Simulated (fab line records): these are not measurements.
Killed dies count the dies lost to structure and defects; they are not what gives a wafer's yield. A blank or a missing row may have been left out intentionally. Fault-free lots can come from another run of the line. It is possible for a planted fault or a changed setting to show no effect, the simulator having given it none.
A struck lot beside a sound one / flow sky130 / 22 steps out of a route of 708
Sound: the wafers L668.2, L668.5, L668.6. Wafers struck: L680.2, L680.5, L680.6. The cause is given at the end.
Order at every step that has rows: each side's tool, ch and its chambers, its first start. Under that, the readings that differ: sound wafers / struck wafers / difference of the means / sigmas: that difference in standard deviations of wafers without a fault.
alike: words and numbers the same on both sides, and readings whose means are apart by under 2 such deviations; not compared: readings that were withheld, readings missing a value for some wafer, numbers with overlapping values and no deviation given by the record, and bounds like >300 which may hide the same value.
Wherever a step has rows on one side only, a row that says differs or no value, or a row with sigmas, the two part there. When numbers do not overlap yet have no deviation, they are printed without sigmas and do not part them. A reading missing from all wafers of one side parts the sides only when that side holds two or more wafers.

first, 6 steps without rows for these wafers: SKY_LDD_HVN_HMDS_01 (prime time 60 s); SKY_LDD_HVN_COAT_02 (resist thk 300 nm); SKY_LDD_HVN_SOFTBAKE_03 (time 60 s); SKY_LDD_HVN_EXPOSE_04 (exposes mask HVNTM, target cd 700 nm); SKY_LDD_HVN_PEB_05; SKY_LDD_HVN_DEVELOP_06 (develop time 60 s).
SKY_LDD_HVN_OVL_MEAS_07:
  sound on overlay-02, day 21 07:04; struck on overlay-01, day 25 23:16
  alike: LDD_HVN_OVL
following that, these wafers have no rows for 1 step: SKY_LDD_HVN_IMPLANT_08.
SKY_LDD_HVN_STRIP_09: strips in O2/N2.
  sound on plasmaAsher-02 ch 0,1, day 21 07:15; struck on plasmaAsher-01 ch 0,1, day 25 23:27
  alike: drypumpMotorCurrentA, oesProductAu, stripTimeToEndpointS
  not compared: rfHoursCounterH
SKY_LDD_HVN_TW_MEAS_10:
  sound on filmMetro-01, day 21 07:22; struck on filmMetro-04, day 25 23:34
  alike: LDD_HVN_TW
then, 2 steps without rows for these wafers: SKY_LDD_HVP_DEHYDRATE_00 (time 60 s); SKY_LDD_HVP_HMDS_01 (prime time 60 s).
SKY_LDD_HVP_COAT_02: resist thk 300 nm.
  sound on lithoTrack-04 ch 0, day 21 22:34; struck on lithoTrack-03 ch 0, day 26 13:40
reading=model.NOVOLAK_of_LDD_HVP_COAT_02.thkNm (nm); sound=298.5 299.3 298.3; struck=323.7 323.5 323.2; difference=+24.8; sigmas=
then, 3 steps without rows for these wafers: SKY_LDD_HVP_SOFTBAKE_03 (time 60 s); SKY_LDD_HVP_EXPOSE_04 (exposes mask HVPTM, target cd 700 nm); SKY_LDD_HVP_PEB_05.
SKY_LDD_HVP_DEVELOP_06: develop time 60 s.
  sound on lithoTrack-01 ch 0, day 22 13:36; struck on lithoTrack-03 ch 0, day 27 03:43
reading=model.NOVOLAK_of_LDD_HVP_COAT_02.thkNm (nm); sound=298.1 298.9 297.9; struck=323.3 323.1 322.8; difference=+24.8; sigmas=
SKY_LDD_HVP_OVL_MEAS_07:
  sound on overlay-02, day 22 13:44; struck on overlay-02, day 27 03:50
  alike: LDD_HVP_OVL
following that, these wafers have no rows for 1 step: SKY_LDD_HVP_IMPLANT_08.
SKY_LDD_HVP_STRIP_09: strips in O2/N2.
  sound on plasmaAsher-04 ch 0,1, day 22 13:55; struck on plasmaAsher-04 ch 0,1, day 27 04:01
reading=oesProductAu (a.u.); sound=0.412 0.404 0.410; struck=0.427 0.415 0.414; difference=+0.010; sigmas=+2
reading=stripTimeToEndpointS (s); sound=4.112 4.128 4.115; struck=4.439 4.433 4.434; difference=+0.317; sigmas=+20
  alike: drypumpMotorCurrentA
  not compared: rfHoursCounterH
SKY_LDD_HVP_TW_MEAS_10:
  sound on filmMetro-02, day 22 14:01; struck on filmMetro-03, day 27 04:08
  alike: LDD_HVP_TW
SKY_PAD_OPEN_PROBE_99:
  rows exist in the record for the sound wafers here (prober-02, day 46 14:18), none for the struck ones

WHERE THEY PART
Earliest at SKY_LDD_HVP_STRIP_09; latest, in this record, at SKY_PAD_OPEN_PROBE_99.

WHY: what had been put in by the simulator
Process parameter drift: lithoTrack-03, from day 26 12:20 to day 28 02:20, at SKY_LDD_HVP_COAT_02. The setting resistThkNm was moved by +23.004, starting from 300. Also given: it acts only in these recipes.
